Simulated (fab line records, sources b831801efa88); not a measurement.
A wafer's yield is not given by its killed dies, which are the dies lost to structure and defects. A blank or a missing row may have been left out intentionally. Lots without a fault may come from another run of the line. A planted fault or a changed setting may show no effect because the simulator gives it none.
Comparing a struck lot with a sound one    flow sky130    16 out of 708 route steps
Sound: these wafers, L388.1, L388.3, L388.4. The struck wafers were L400.1, L400.2, L400.4. The cause is given at the end.
At each step with rows: each side's tool, then ch and its chambers, then its first start. Under that, the readings that differ: sound wafers    struck wafers    difference of the means    sigmas: that difference in standard deviations of wafers without a fault.
alike: readings with means less than 2 such deviations apart, plus words and numbers identical on both sides. not compared: withheld readings, readings lacking a value on some wafer, bounds such as >300 that could conceal the same value, and numbers that have no deviation in the record and whose values overlap.
Wherever a step has rows on one side only, a row that says differs or no value, or a row with sigmas, the two part there. Numbers that have no deviation but don't overlap get no sigmas and don't part them. A reading that every wafer of one side lacks parts them only if that side has two wafers or more.

first, 3 steps without rows for these wafers: SKY_FIELD_ISO_EXPOSE_10 (exposes mask FOM, target cd 150 nm); SKY_FIELD_ISO_PEB_11; SKY_FIELD_ISO_DEVELOP_12 (develop time 60 s).
SKY_FIELD_ISO_CD_MEAS_13: target cd 150 nm.
  sound: cd_sem-02 at day 4 04:31; struck: cd_sem-01 at day 6 18:49
reading     sound              struck             difference  sigmas
cd_nm (nm)  146.9 147.2 146.5  150.3 151.6 150.7  +4.0        +3
SKY_FIELD_ISO_ETCH_14: etches BARC in N2/H2, stops on SiO2, time 45.9 s, target depth 60 nm.
  sound on rie_diel-01 ch 1,2,3, day 4 04:38; struck on rie_diel-01 ch 0,1,2, day 6 18:56
  alike: drypump_motor_current_A, oes_product_au, throttle_valve_pct
  not compared: rf_hours_counter_h
SKY_FIELD_ISO_ETCH_15: etches the open film in CHF3/O2, stops on Si, target depth 180 nm, time 72 s.
  sound on rie_diel-01 ch 1,2,3, day 4 04:41; struck on rie_diel-01 ch 0,1,2, day 6 18:59
  alike: drypump_motor_current_A, oes_product_au, throttle_valve_pct
  not compared: rf_hours_counter_h
SKY_FIELD_ISO_STRIP_16: strips in O2/N2.
  sound on plasma_asher-02 ch 0,1, day 4 04:44; struck on plasma_asher-02 ch 0,1, day 6 19:02
  alike: drypump_motor_current_A, oes_product_au, strip_time_to_endpoint_s
  not compared: rf_hours_counter_h
SKY_FIELD_ISO_ETCH_17: etches Si in HBr/Cl2/O2, target depth 342 nm, time 97.7 s.
  sound on rie_si-01 ch 0,1,3, day 4 04:50; struck on rie_si-02 ch 0,1,2, day 6 19:08
reading                 sound      struck  difference  sigmas
rf_hours_counter_h (h)  47 122 79  28 3 3  -71         
  alike: drypump_motor_current_A, oes_product_au, throttle_valve_pct
then, 4 steps without rows for these wafers: SKY_FIELD_ISO_WET_ETCH_18 (etches Si3N4 in H3PO4, target depth 25 nm, time 286 s); SKY_FIELD_ISO_CLEAN_19 (cleans in SC1/SC2, time 150 s); SKY_FIELD_ISO_CLEAN_20 (cleans in dHF, time 20 s); SKY_FIELD_ISO_WET_ETCH_21 (etches SiO2 in dHF, target depth 20 nm, time 400 s).
SKY_FIELD_ISO_OXIDATION_22: stabilise 600 s, purge 300 s, target thk 10 nm.
  sound on furnace-02 ch 0, day 4 05:56; struck on furnace-02 ch 0, day 6 19:29
reading                                           sound              struck             difference  sigmas
ox_time_s (s)                                     623 623 623        186.9 186.9 186.9  -436.1      
model.SiO2_of_FIELD_ISO_OXIDATION_22.thk_nm (nm)  9.785 9.725 9.812  4.262 4.305 4.315  -5.480      
  alike: zone_power_upper_pct
SKY_FIELD_ISO_THK_MEAS_23:
  sound: film_metro-03 at day 4 07:07; struck: film_metro-03 at day 6 20:40
reading                          sound           struck          difference  sigmas
FIELD_ISO_OXIDATION_01_THK (nm)  9.75 9.74 9.79  4.26 4.27 4.31  -5.48       -26
then, 1 step without rows for these wafers: SKY_FIELD_ISO_CVD_24 (deposits SiO2, target thk 595 nm, time 99.2 s).
-- a jump in the record: the struck wafers' starts before and after are 44 days apart (it breaks off in module FIELD_ISO and resumes in module PAD_OPEN, where the first step shown is number 708 of the route) --
SKY_PAD_OPEN_PROBE_99:
  sound: prober-02 at day 48 00:21; struck: prober-02 at day 50 11:46
reading                                           sound                 struck                difference  sigmas
model.etest.diode_ndiff_fingers.leak_log10_a_cm2  -6.817 -6.782 -6.858  -6.091 -6.003 -6.254  +0.703      
model.etest.diode_pdiff_fingers.leak_log10_a_cm2  -6.443 -6.696 -6.73   -6.112 -6.3 -6.404    +0.351      
model.etest.sram_nfet_pass.off_log10_a_um         -12.73 -12.99 -12.8   -12.46 -12.37 -12.24  +0.48       
model.etest.nfet_01v8.off_log10_a_um              -13.34 -13.31 -13.47  -13.29 -13.28 -13.16  +0.13       
  alike: killed_at_M0_to_M3, killed_at_M4_up, killed_at_contacts, killed_at_front_end, killed_at_other, killed_dies, killed_open, killed_short

## WHERE THEY PART
First at SKY_FIELD_ISO_CD_MEAS_13; last, within this record, at SKY_FIELD_ISO_THK_MEAS_23. Later steps at which nothing parts them and some readings are alike: SKY_PAD_OPEN_PROBE_99.

WHY: whatever the simulator had introduced
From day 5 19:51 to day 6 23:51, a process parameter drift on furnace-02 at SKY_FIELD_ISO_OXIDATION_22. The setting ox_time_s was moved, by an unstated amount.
